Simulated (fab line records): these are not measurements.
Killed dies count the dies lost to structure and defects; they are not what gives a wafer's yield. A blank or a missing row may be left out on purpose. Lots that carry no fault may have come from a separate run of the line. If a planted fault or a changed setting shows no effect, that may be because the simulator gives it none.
Code-filled problem report in 8D (eight disciplines) form | flow sky130 | the parts of the form that need people (team, actions taken, sign-off) are left out

## 1. WHAT WENT WRONG
Wafers without a fault read 0.527 a.u. with a standard deviation of 0.0046, while oes product au at SKY_SD_N_STRIP_11 averages 0.304 a.u. across 3 wafers of 1 lot. That puts it -48 standard deviations away from the usual mean.
The step: strips in O2/N2.
Seen first at day 30 08:47 on plasma asher-03, wafer L472.1. Wafers with a number at this step in the record: 39, from 13 lots. By rule, "out" or "out of limits" means more than 4 standard deviations away from the usual mean. All remaining wafers that have a number are taken as sound.

## 2. WHAT IT IS, AND WHAT IT ISN'T
question                    | is                     | is not
which readings at this step | oes product au         | drypump motor current A
which lots                  | L472                   | L466, L467, L470, L471, L476, L479, L482, L483, L484, L486, L487, L489
which wafers of those lots  | all that have a number | -
read on which tools         | plasma asher-03        | plasma asher-01, plasma asher-04
when                        | from day 30 08:47      | up to then (12 sound wafers); but 24 sound wafers of L476, L479, L482, L483, L484, L486, L487, L489 came after

## 3. SUSPECTS, AND WHAT RULES EACH OUT
Counting: a tool at any process step up to the reading remains a suspect when it ran all the lots that are out and ran no sound lot after the first of those.
- plasma asher-03 at SKY_SD_N_STRIP_11 (strips in O2/N2): ruled out as a lasting fault. Following L472 (day 30 08:47), the first lot on it that is out, the sound lots L479, L489 were run on it.
Left after counting: nothing in the record.

## 4. THE CAUSE (what the simulator had put in)
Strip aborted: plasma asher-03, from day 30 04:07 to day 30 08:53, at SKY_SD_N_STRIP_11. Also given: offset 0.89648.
Counting ruled it out, wrongly.

## 5. THE EFFECT CHAIN, in route order
One row per reading whose mean, taken over the struck wafers that have a number, lies over 3 standard deviations from the usual. Readings are gone through only where the record gives a usual standard deviation; hours: the median, over the lots, of the time from a lot's start at the first step in this table giving one to that lot's start at this step; sigmas: the change measured in usual standard deviations.
hours | step                  | reading             | usual      | on struck wafers | change | sigmas
0     | SKY_SD_N_STRIP_11     | oes product au      | 0.527 a.u. | 0.304            | -0.223 | -48
416   | SKY_PAD_OPEN_PROBE_99 | killed at front end | 14         | 411              | +397   | +94
416   | SKY_PAD_OPEN_PROBE_99 | killed dies         | 85         | 492              | +407   | +48
416   | SKY_PAD_OPEN_PROBE_99 | killed on rim       | 16         | 96               | +80    | +24
Process steps it contains:
- SKY_SD_N_STRIP_11: strips in O2/N2.
- SKY_PAD_OPEN_PROBE_99
Readings that are blank on the struck wafers while sound wafers have them: strip time to endpoint s at SKY_SD_N_STRIP_11.
At these later measuring or inspecting steps, every struck wafer for which the step has a row has a number for every such reading, and none has moved that far: SKY_LI_CONTACT_CD_MEAS_12.

## 6. HOW IT WOULD HAVE BEEN CAUGHT EARLIER
The fault began at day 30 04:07; the first out-of-limits reading in this record came at day 30 08:47, 5 hours later.
